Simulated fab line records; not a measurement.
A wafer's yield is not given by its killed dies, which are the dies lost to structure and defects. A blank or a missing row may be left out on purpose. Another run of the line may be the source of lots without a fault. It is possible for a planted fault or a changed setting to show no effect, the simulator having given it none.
Chamber matching    flow gf180mcu    GF_M5_ETCH_09 on rieDiel-01: 4 sister chambers
The step etches Si3N4 in CF4/O2, target depth 52 nm, time 11.6 s. 18 wafers are shown with their chamber, then 9 later ones without.

## EACH WAFER AND ITS CHAMBER
wafer   chamber  drypumpMotorCurrentA (A)  oesProductAu (a.u.)  throttleValvePct (%)
L075.2  2        5.2                       0.990                5.964
L075.4  1        6.7                       1.009                5.973
L075.6  3        5.8                       1.003                5.969
L076.2  3        5.8                       1.001                5.976
L076.4  2        5.2                       0.994                5.975
L076.6  3        5.8                       0.991                5.987
L077.2  2        5.2                       1.000                5.966
L077.3  3        5.8                       0.996                5.969
L077.6  0        5.0                       0.989                5.948
L079.2  2        5.1                       1.001                5.971
L079.3  0        5.0                       0.993                5.950
L079.6  0        5.0                       0.993                5.964
L080.1  1        6.6                       1.013                5.979
L080.3  0        5.0                       0.983                5.966
L080.4  2        5.2                       0.982                5.958
L089.2  3        5.8                       0.993                5.983
L089.5  0        5.0                       0.986                5.962
L089.6  1        6.7                       1.013                5.983

SIGNATURES, as means of the wafers listed above
reading               chamber 0  chamber 1  chamber 2  chamber 3  scatter within a chamber
drypumpMotorCurrentA  5.000      6.667      5.180      5.800      0.0324
oesProductAu          0.98880    1.01167    0.99340    0.99680    0.00558
throttleValvePct      5.95800    5.97833    5.96680    5.97680    0.0074
Rule: a wafer lies at a distance from a chamber equal to the root of the sum of squares, over the readings, of (its reading less the chamber's mean, divided by the reading's scatter). If the next closest chamber is less than 2 further off than the closest, the wafer can't be placed; otherwise it belongs to the closest. The scatter: the root of (the sum of the squares of (reading less its chamber's mean) over the shown wafers, divided by (wafers less chambers)).

## WAFERS WITH NO CHAMBER GIVEN
wafer   drypumpMotorCurrentA (A)  oesProductAu (a.u.)  throttleValvePct (%)
L094.1  5.0                       0.989                5.964
L094.2  5.2                       0.991                5.989
L094.4  5.8                       0.995                5.965
L096.1  5.0                       0.991                5.964
L096.4  5.8                       1.003                5.958
L096.6  6.6                       1.014                5.973
L097.3  5.1                       0.991                5.955
L097.5  5.0                       0.985                5.970
L097.6  5.8                       0.998                5.958

## THE CHAMBER EACH PASSED THROUGH
wafer   from the rows above      in truth
L094.1  0                        0
L094.2  2                        2
L094.4  3                        3
L096.1  0                        0
L096.4  3                        3
L096.6  1                        1
L097.3  can't be placed: 2 or 0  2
L097.5  0                        0
L097.6  3                        3
Placed correctly: 8 of 9. Unplaceable from these rows: 1, with the true chamber sitting among the candidates in 1. Number placed wrongly: 0.
